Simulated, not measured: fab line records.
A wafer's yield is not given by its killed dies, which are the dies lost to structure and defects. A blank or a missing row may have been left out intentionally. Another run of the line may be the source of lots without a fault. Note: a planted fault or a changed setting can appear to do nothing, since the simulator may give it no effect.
The tool behind it: which one?	flow gf180mcu	33 wafers from 11 lots sampled at 5 of the route's 602 steps

WHAT THE GAUGES SHOWED, per wafer
GF_M2_RS_MEAS_05: measures by four-point-probe.
lot	measured	on	M2_ALCU_RS (ohm/sq)
L607	day 18 06:14	film-metro-01	0.0704 0.0704 0.0698
L608	day 18 19:02	film-metro-03	0.0705 0.0701 0.0709
L611	day 20 01:17	film-metro-01	0.0700 0.0709 0.0696
L612	day 20 15:18	film-metro-01	0.0693 0.0700 0.0685
L613	day 21 12:17	film-metro-03	0.0702 0.0712 0.0703
L614	day 21 14:19	film-metro-03	0.0680 0.0684 0.0678
L619	day 23 00:19	film-metro-01	0.0687 0.0698 0.0688
L621	day 23 17:48	film-metro-01	0.0695 0.0682 0.0697
L622	day 24 03:05	film-metro-02	0.0760 0.0761 0.0706
L628	day 25 21:46	film-metro-02	0.0701 0.0697 0.0692
L630	day 26 08:59	film-metro-03	0.0706 0.0698 0.0707

GF_M2_THK_MEAS_06: measures by xrf.
lot	measured	on	M2_ALCU_THK (nm)
L607	day 18 06:20	film-metro-01	453 453 457
L608	day 18 19:08	film-metro-03	448 453 448
L611	day 20 01:24	film-metro-01	458 452 459
L612	day 20 15:25	film-metro-01	467 458 469
L613	day 21 12:24	film-metro-03	454 447 452
L614	day 21 14:26	film-metro-03	469 464 469
L619	day 23 00:25	film-metro-01	466 458 465
L621	day 23 17:55	film-metro-01	459 465 461
L622	day 24 03:11	film-metro-02	413 415 445
L628	day 25 21:53	film-metro-02	448 452 453
L630	day 26 09:07	film-metro-03	446 449 442

WHAT TOOL EACH LOT RAN ON (gives the tool, then ch and the chambers of the sampled wafers, and finally the start)
lot	GF_V1_CMP_04	GF_M2_SPUTTER_02	GF_M2_SPUTTER_03
L607	cmp-01 ch 0,1,3, day 17 04:54	pvd-sputter-02, day 18 06:06	pvd-sputter-02, day 18 06:08
L608	cmp-01 ch 0,2,3, day 17 16:49	pvd-sputter-02, day 18 18:55	pvd-sputter-02, day 18 18:57
L611	cmp-02 ch 0,1, day 18 22:22	pvd-sputter-04, day 20 01:11	pvd-sputter-04, day 20 01:13
L612	cmp-02 ch 1,2,3, day 19 12:44	pvd-sputter-03, day 20 15:13	pvd-sputter-03, day 20 15:14
L613	cmp-01 ch 0,2,3, day 20 10:16	pvd-sputter-04, day 21 12:11	pvd-sputter-04, day 21 12:13
L614	cmp-02 ch 1,3, day 20 11:55	pvd-sputter-03, day 21 14:13	pvd-sputter-03, day 21 14:15
L619	cmp-02 ch 0,2, day 21 21:50	pvd-sputter-03, day 23 00:12	pvd-sputter-03, day 23 00:14
L621	cmp-02 ch 0,2,3, day 22 16:41	pvd-sputter-04, day 23 17:43	pvd-sputter-04, day 23 17:44
L622	cmp-01 ch 0,1,2, day 23 02:01	pvd-sputter-03, day 24 02:58	pvd-sputter-03, day 24 03:00
L628	cmp-01 ch 0,1,3, day 24 22:16	pvd-sputter-02, day 25 21:41	pvd-sputter-02, day 25 21:43
L630	cmp-02 ch 0,1,2, day 25 09:57	pvd-sputter-02, day 26 08:54	pvd-sputter-02, day 26 08:56
- GF_V1_CMP_04: polishes SiO2.
- GF_M2_SPUTTER_02: material AlCu, target thk 450 nm, time 23.9 s.
- GF_M2_SPUTTER_03: material Ti, target thk 10 nm, time 6.7 s.

WHAT THE TOOLS THEMSELVES READ (means of the sampled wafers that have a number; where no wafer has one, the mark that the record gives instead)
GF_V1_CMP_04.
lot	tool	motor-current-A (A)	slurry-filter-dp-kPa (kPa)	time-to-endpoint-s (s)
L607	cmp-01	11.8	13.49	86
L608	cmp-01	12.3	13.41	84
L611	cmp-02	11.4	13.49	88
L612	cmp-02	11.3	13.54	83
L613	cmp-01	11.9	13.50	78
L614	cmp-02	11.2	13.54	84
L619	cmp-02	11.7	13.50	87
L621	cmp-02	11.0	13.48	86
L622	cmp-01	12.1	13.41	82
L628	cmp-01	11.8	13.33	74
L630	cmp-02	11.4	13.53	80

GF_M2_SPUTTER_02.
lot	tool	throttle-valve-pct (%)
L607	pvd-sputter-02	29.5
L608	pvd-sputter-02	29.7
L611	pvd-sputter-04	29.9
L612	pvd-sputter-03	29.8
L613	pvd-sputter-04	30.1
L614	pvd-sputter-03	30.6
L619	pvd-sputter-03	30.2
L621	pvd-sputter-04	29.9
L622	pvd-sputter-03	29.3
L628	pvd-sputter-02	29.9
L630	pvd-sputter-02	29.5

GF_M2_SPUTTER_03.
lot	tool	throttle-valve-pct (%)
L607	pvd-sputter-02	29.4
L608	pvd-sputter-02	29.8
L611	pvd-sputter-04	29.9
L612	pvd-sputter-03	29.8
L613	pvd-sputter-04	30.1
L614	pvd-sputter-03	30.6
L619	pvd-sputter-03	30.3
L621	pvd-sputter-04	30.0
L622	pvd-sputter-03	29.3
L628	pvd-sputter-02	29.9
L630	pvd-sputter-02	29.5

THE ANSWER, worked out from the rows above alone
Rule: the usual values come from the lots themselves. The widest of any qualifying gaps counts: lots, ordered by their means at a reading, are off when they make up no more than a third of the lots, leave a main group of 4 or more, and stand apart from it by 3 or more times the standard deviation of that group's means. Not used: any main group whose means are identical at the precision the tables above print for the reading. Also off: a lot with no number at a reading for which 4 or more lots have one. All remaining lots with rows at the step are treated as sound. First the gauges in route order, then the tools' own readings, where a lot's mean is used as printed above. At the first step where some lot is off, the reading lying furthest off is the one used; lots without a number count as furthest.
Off: L622, at GF_M2_RS_MEAS_05 (M2_ALCU_RS). The main group has a mean of 0.0697 ohm/sq with a standard deviation of 0.00076.
A tool fits if, at a process step before that reading, it ran every lot that is off, and no sound lot after the first of them. Not tried: the gauges at GF_M2_RS_MEAS_05; whatever is off there is also off at GF_V1_CMP_04, on other tools, and gauge error can't account for it. One fits: pvd-sputter-03 at GF_M2_SPUTTER_02 and GF_M2_SPUTTER_03. At GF_M2_SPUTTER_02 its last sound lot is L619 (day 23 00:12), its first lot that is off L622 (day 24 02:58): a fault that began between those two fits.

WHAT WAS PUT IN BY THE SIMULATOR
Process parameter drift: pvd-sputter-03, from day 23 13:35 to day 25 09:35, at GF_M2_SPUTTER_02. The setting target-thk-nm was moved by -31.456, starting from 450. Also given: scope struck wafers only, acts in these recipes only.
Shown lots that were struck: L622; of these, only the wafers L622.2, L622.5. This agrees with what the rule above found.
